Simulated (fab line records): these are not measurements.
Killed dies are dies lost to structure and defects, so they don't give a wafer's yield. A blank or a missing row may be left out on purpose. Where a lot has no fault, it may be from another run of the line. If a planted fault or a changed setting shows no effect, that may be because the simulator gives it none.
fab line records	flow sky130
record: lots: 12	wafers: 36	last_day: 50
route steps=708 shown VT_ADJUST_LVTN@104 POLY_GATE@234 LI_CONTACT@385
lots with no fault: from the same line, run without faults
start_h: hours from the record's first day to the start of the lot's first wafer shown	wait_h: hours elapsed since this lot's preceding step	" identical to the entry in the row above	L1.1+2: a row that stands for several wafers	- either no value or no given start	* or withheld: withheld	< > ~ a bound
route shown NAME@n: a module of which the file shows steps, and the number in the route of the first	usual: mean/standard deviation taken from wafers without a fault	same: alike in all rows	chamber/n: place in a boat	sites: each site's reading	_std_site: the standard deviation of these	_edge_site: inner sites' mean taken away from outer sites' mean	radius_mm: for every site, how far away it sits from the centre of the wafer	mask NAME#n: copy n	behind: the tool/chamber that last shaped the wafer	hold: the reason the lot was held/the length of the hold in hours/how it ended	device: whichever transistor did not switch (one of n, p or np)	end of line: the same wafers' tests at the end of the route	where a step has no rows: the recipe by itself	killed: not the wafer's yield, but the dies lost to structure and defects at the first sort	map: per-die view of a wafer (x killed, . not killed, _ where there is no die)
set.NAME: the run value of the setting; set.NAME@STEP: its run value at that earlier step	model.NAME: the simulator's own value behind a step, which no gauge read
steps of the route over a sample of lots; a table a step, a row a wafer
services: the hour from which a tool's chamber was out of use, counted from the record's first day as start_h (under 0 if before that day), plus the number of hours and why
== steps ==
step: SKY_VT_ADJUST_LVTN_OVL_MEAS_07
usual: VT_ADJUST_LVTN_OVL: 0.0/1.4
lot.wafer	tool	chamber	start_h	wait_h	VT_ADJUST_LVTN_OVL[nm]
L407.2	overlay-01	-	158.61	-	0.3
L407.3	"	-	"	"	0.2
L407.5	"	-	"	"	1.2
L406.2	overlay-02	-	159.56	-	-0.1
L406.3	"	-	"	"	-0.3
L406.6	"	-	"	"	1.3
L408.1	overlay-01	-	170.32	-	2.1
L408.3	"	-	"	"	0.5
L408.5	"	-	"	"	-0.1
L409.2	overlay-01	-	172.46	-	2.3
L409.3	"	-	"	"	3.1
L409.4	"	-	"	"	2.6
L412.1	overlay-02	-	195.75	-	1.2
L412.2	"	-	"	"	1.8
L412.5	"	-	"	"	3.4
L413.3	overlay-01	-	207.07	-	0.0
L413.4	"	-	"	"	1.4
L413.6	"	-	"	"	1.5
L414.2	overlay-01	-	211.52	-	-0.7
L414.4	"	-	"	"	0.1
L414.6	"	-	"	"	-2.2
L415.2	overlay-01	-	213.31	-	-0.4
L415.3	"	-	"	"	-2.0
L415.6	"	-	"	"	-1.2
L423.1	overlay-02	-	274.02	-	-1.7
L423.3	"	-	"	"	-1.9
L423.6	"	-	"	"	-2.7
L424.2	overlay-01	-	278.01	-	0.1
L424.3	"	-	"	"	-0.8
L424.6	"	-	"	"	-0.5
L425.3	overlay-01	-	292.98	-	-1.0
L425.4	"	-	"	"	-0.1
L425.5	"	-	"	"	-0.7
L427.1	overlay-01	-	301.70	-	0.0
L427.2	"	-	"	"	-0.4
L427.6	"	-	"	"	0.5
step: SKY_POLY_GATE_OXIDATION_20
recipe: temp_c: 850	ambient: O2	stabilise_s: 600	purge_s: 300	target_thk_a: 40	ox_time_s: 899
usual: spike_tc_centre_C: 850.8/1.9	spike_tc_lower_C: 850.9/1.1	spike_tc_upper_C: 850.3/1	zone_power_centre_pct: 20.4/2	zone_power_lower_pct: 16.0/0.86	zone_power_upper_pct: 17.4/1.6
lot.wafer	tool	chamber	start_h	wait_h	spike_tc_centre_C	spike_tc_lower_C	spike_tc_upper_C	zone_power_centre_pct	zone_power_lower_pct	zone_power_upper_pct
L406.2	furnace-01	0	412.84	2.0	849.6	850.3	850.2	21.9	15.1	18.7
L406.3	"	0	"	"	848.2	851.6	852.6	21.9	15.3	18.6
L406.6	"	0	"	"	849.2	849.4	849.4	22.2	15.3	18.5
L407.2	furnace-01	0	412.84	2.4	849.8	850.8	851.6	22.2	15.2	18.7
L407.3	"	0	"	"	849.0	851.4	849.9	22.1	15.4	18.8
L407.5	"	0	"	"	849.2	854.2	849.9	22.0	15.4	18.8
L408.1	furnace-01	0	412.84	1.6	850.0	851.6	853.0	21.7	15.3	19.0
L408.3	"	0	"	"	848.3	851.3	848.7	22.0	15.4	18.5
L408.5	"	0	"	"	848.6	850.5	849.6	22.2	15.4	18.5
L409.2	furnace-01	0	419.41	2.6	850.6	850.3	850.7	22.2	15.4	18.8
L409.3	"	0	"	"	851.6	848.2	851.4	22.3	15.3	19.1
L409.4	"	0	"	"	850.0	850.9	851.0	21.8	15.3	18.9
L412.1	furnace-01	0	445.97	0.3	847.5	852.0	848.3	21.8	15.5	18.7
L412.2	"	0	"	"	851.1	853.8	851.6	22.1	15.5	18.5
L412.5	"	0	"	"	850.7	848.5	851.3	21.8	15.2	18.8
L413.3	furnace-02	0	461.15	0.0	851.4	852.1	849.3	18.0	16.7	15.6
L413.4	"	0	"	"	853.8	849.3	849.1	18.0	17.5	15.6
L413.6	"	0	"	"	851.9	853.1	850.3	18.2	17.0	15.6
L414.2	furnace-02	0	462.81	0.0	850.3	850.6	849.7	17.9	16.8	15.6
L414.4	"	0	"	"	852.4	851.0	849.2	18.4	16.8	15.7
L414.6	"	0	"	"	852.8	849.3	848.1	18.0	17.0	15.4
L415.2	furnace-02	0	467.59	0.1	852.7	852.1	849.4	18.1	16.8	15.8
L415.3	"	0	"	"	852.6	850.9	850.5	18.4	17.0	15.8
L415.6	"	0	"	"	852.4	850.7	848.9	17.8	16.9	15.6
L423.1	furnace-01	0	547.26	0.0	893.0	845.1	844.8	41.3	8.1	10.0
L423.3	"	0	"	"	894.8	845.9	843.7	41.3	8.1	10.0
L423.6	"	0	"	"	894.2	845.1	844.8	40.9	8.0	9.9
L424.2	furnace-01	0	553.26	0.0	893.6	845.3	845.0	41.7	8.0	10.0
L424.3	"	0	"	"	894.8	847.5	844.3	41.3	8.3	10.0
L424.6	"	0	"	"	894.0	846.9	845.1	41.8	8.1	9.9
L425.3	furnace-01	0	569.74	0.0	892.8	845.8	844.9	41.8	8.0	9.9
L425.4	"	0	"	"	894.0	846.6	844.3	41.3	8.1	9.9
L425.5	"	0	"	"	894.1	848.1	846.4	41.1	8.1	9.8
L427.1	furnace-02	0	578.41	0.7	852.2	850.2	849.8	17.6	17.2	15.6
L427.2	"	0	"	"	852.3	850.5	850.5	18.1	17.0	15.5
L427.6	"	0	"	"	852.7	850.8	848.7	18.1	16.9	15.5
step: SKY_POLY_GATE_THK_MEAS_21
recipe: reads: SiO2_of_POLY_GATE_OXIDATION_20
usual: POLY_GATE_OXIDATION_THK: 3.96/0.082
lot.wafer	tool	chamber	start_h	wait_h	POLY_GATE_OXIDATION_THK[nm]
L406.2	film_metro-01	-	414.10	0.0	3.94
L406.3	"	-	"	"	3.94
L406.6	"	-	"	"	3.91
L407.2	film_metro-02	-	414.10	0.0	3.97
L407.3	"	-	"	"	3.97
L407.5	"	-	"	"	4.03
L408.1	film_metro-01	-	414.15	0.1	3.86
L408.3	"	-	"	"	3.87
L408.5	"	-	"	"	3.86
L409.2	film_metro-01	-	420.67	0.0	4.01
L409.3	"	-	"	"	3.98
L409.4	"	-	"	"	4.01
L412.1	film_metro-01	-	447.22	0.0	3.90
L412.2	"	-	"	"	3.87
L412.5	"	-	"	"	3.89
L413.3	film_metro-04	-	462.42	0.0	4.09
L413.4	"	-	"	"	3.96
L413.6	"	-	"	"	4.02
L414.2	film_metro-01	-	464.07	0.0	3.90
L414.4	"	-	"	"	3.98
L414.6	"	-	"	"	3.95
L415.2	film_metro-01	-	468.85	0.0	3.97
L415.3	"	-	"	"	3.99
L415.6	"	-	"	"	3.90
L423.1	film_metro-04	-	548.51	0.0	4.71
L423.3	"	-	"	"	4.53
L423.6	"	-	"	"	4.19
L424.2	film_metro-02	-	554.52	0.0	5.11
L424.3	"	-	"	"	5.21
L424.6	"	-	"	"	5.04
L425.3	film_metro-04	-	571.01	0.0	5.20
L425.4	"	-	"	"	5.21
L425.5	"	-	"	"	5.16
L427.1	film_metro-02	-	579.66	0.0	3.93
L427.2	"	-	"	"	3.85
L427.6	"	-	"	"	3.89
step: SKY_LI_CONTACT_THK_MEAS_23
recipe: thk_meas_gauge: xrf	reads: W_of_LI_CONTACT_CVD_21
usual: LI_CONTACT_W_THK: 407/6.3
lot.wafer	tool	chamber	start_h	wait_h	LI_CONTACT_W_THK[nm]
L407.2	film_metro-02	-	714.47	0.1	404
L407.3	"	-	"	"	403
L407.5	"	-	"	"	409
L406.2	film_metro-01	-	715.84	0.1	405
L406.3	"	-	"	"	406
L406.6	"	-	"	"	405
L408.1	film_metro-04	-	717.05	0.1	407
L408.3	"	-	"	"	407
L408.5	"	-	"	"	405
L409.2	film_metro-02	-	720.06	0.1	403
L409.3	"	-	"	"	408
L409.4	"	-	"	"	409
L412.1	film_metro-02	-	748.12	0.1	409
L412.2	"	-	"	"	414
L412.5	"	-	"	"	412
L414.2	film_metro-01	-	760.01	0.1	400
L414.4	"	-	"	"	400
L414.6	"	-	"	"	396
L413.3	film_metro-04	-	761.25	0.1	413
L413.4	"	-	"	"	411
L413.6	"	-	"	"	411
L415.2	film_metro-01	-	764.25	0.1	403
L415.3	"	-	"	"	391
L415.6	"	-	"	"	397
L423.1	film_metro-02	-	835.48	0.1	407
L423.3	"	-	"	"	409
L423.6	"	-	"	"	407
L424.2	film_metro-01	-	842.16	0.1	403
L424.3	"	-	"	"	404
L424.6	"	-	"	"	406
L425.3	film_metro-02	-	854.80	0.1	410
L425.4	"	-	"	"	415
L425.5	"	-	"	"	421
L427.1	film_metro-02	-	863.61	0.1	413
L427.2	"	-	"	"	415
L427.6	"	-	"	"	409
step: SKY_LI_CONTACT_CMP_24
recipe: stop_on: PSG	t_overpolish_s: 20	down_force_psi: 3.5	platen_rpm: 60	target_thk_nm: 0	pad_velocity_m_s: 0.94248
usual: motor_current_A: 11.5/1.2	overpolish_run_s: 19.999/0.0092	platen_rpm: 60.00/0.046	time_to_endpoint_s: 96/5.3
lot.wafer	tool	chamber	start_h	wait_h	motor_current_A	overpolish_run_s	platen_rpm	time_to_endpoint_s
L407.2	cmp-02	0	714.52	0.0	9.7	20.009	59.98	98
L407.3	"	1	"	"	11.3	20.011	60.00	102
L407.5	"	1	"	"	12.1	19.990	59.99	100
L406.2	cmp-01	0	715.94	0.1	11.4	20.003	59.93	100
L406.3	"	1	"	"	13.1	20.005	60.05	91
L406.6	"	0	"	"	11.0	20.004	59.94	98
L408.1	cmp-02	3	717.11	0.1	10.1	20.000	60.04	87
L408.3	"	1	"	"	11.2	19.989	59.99	100
L408.5	"	0	"	"	10.1	19.993	59.96	97
L409.4	cmp-01	3	720.16	0.1	11.5	19.995	60.04	96
L409.2	"	0	"	"	12.2	20.000	60.00	98
L409.3	"	1	"	"	12.6	20.009	60.01	90
L412.2	cmp-01	2	748.18	0.0	11.1	19.995	60.02	93
L412.1	"	1	"	"	13.4	20.014	60.03	89
L412.5	"	2	"	"	11.4	19.988	60.02	89
L414.4	cmp-01	3	760.11	0.1	11.1	20.000	60.01	89
L414.2	"	0	"	"	12.3	19.997	60.04	96
L414.6	"	3	"	"	11.3	20.009	59.99	98
L413.4	cmp-02	3	761.39	0.1	9.2	19.986	60.02	90
L413.3	"	0	"	"	9.6	20.013	60.02	103
L413.6	"	1	"	"	11.9	19.999	59.92	102
L415.2	cmp-01	2	764.40	0.1	11.0	20.003	60.00	91
L415.3	"	3	"	"	11.8	20.017	59.99	93
L415.6	"	1	"	"	13.0	19.986	60.05	90
L423.1	cmp-01	3	835.54	0.1	11.2	19.995	60.01	103
L423.3	"	0	"	"	11.5	19.989	60.14	105
L423.6	"	0	"	"	11.5	20.001	60.01	102
L424.2	cmp-02	0	842.21	0.0	9.9	20.003	59.99	101
L424.3	"	2	"	"	13.1	19.996	59.94	95
L424.6	"	0	"	"	9.7	19.995	60.07	101
L425.3	cmp-01	1	854.84	0.0	13.2	19.987	59.99	88
L425.4	"	0	"	"	11.8	20.003	60.05	101
L425.5	"	2	"	"	11.1	20.003	60.04	90
L427.2	cmp-02	2	863.67	0.0	12.7	19.993	59.96	93
L427.1	"	0	"	"	10.1	19.985	60.03	100
L427.6	"	3	"	"	9.3	20.003	60.05	87
== services ==
tool	chamber	start_h	hours	kind
cmp-02	-	404.22	4.0	pm
furnace-01	-	409.29	3.5	pm
cmp-01	-	449.56	4.4	pm
cmp-01	-	459.42	2.6	repair
furnace-01	-	500.20	29.8	repair
cmp-02	-	508.33	3.3	pm
furnace-01	-	530.05	3.8	pm
furnace-01	-	548.51	4.6	pm
cmp-01	-	552.22	1.1	repair
cmp-02	-	566.63	1.3	repair
cmp-01	-	569.10	0.8	repair
cmp-01	-	572.00	4.0	pm
furnace-01	-	576.42	3.5	pm
cmp-02	-	589.09	1.5	repair
cmp-02	-	604.07	6.3	pm
cmp-02	-	616.71	2.2	repair
cmp-02	-	625.96	0.4	repair
cmp-02	-	650.94	4.0	repair
cmp-01	-	694.41	0.8	repair
furnace-01	-	745.55	3.8	pm
cmp-01	-	816.18	3.3	repair
cmp-01	-	819.44	6.5	pm
furnace-01	-	833.12	3.4	pm
cmp-01	-	851.39	2.0	repair
== key ==
first_sign: step: SKY_POLY_GATE_OXIDATION_20	reading: spike_tc_centre_C	direction: up	sigmas: 23	usual: 850.8	struck: 893.9
effect: step: SKY_POLY_GATE_OXIDATION_20	reading: zone_power_centre_pct	direction: up	sigmas: 11	usual: 20.4	struck: 41.4
effect: step: SKY_POLY_GATE_THK_MEAS_21	reading: POLY_GATE_OXIDATION_THK	direction: up	sigmas: 12	usual: 3.96	struck: 4.93
met_at SKY_POLY_GATE_OXIDATION_20
struck_lots L423,L424,L425
tester_left_out L423,L424,L425
not_acting_at SKY_VT_ADJUST_LVTN_OVL_MEAS_07,SKY_LI_CONTACT_THK_MEAS_23,SKY_LI_CONTACT_CMP_24
onset_between 445.97 547.26
fault: kind: process_parameter_drift	tool: furnace-01	chamber: -	onset_h: 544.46	steps: SKY_POLY_GATE_OXIDATION_20	channel: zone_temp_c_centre	offset: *	shape: step	end_h: 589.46
tester_left_out: of these lots the tester's yield and bins aren't shown, on N5 and GAA mostly nor the transistor test; their killed dies are dies lost to structure and defects alone, not to doping, threshold or leakage, so they don't give the yield
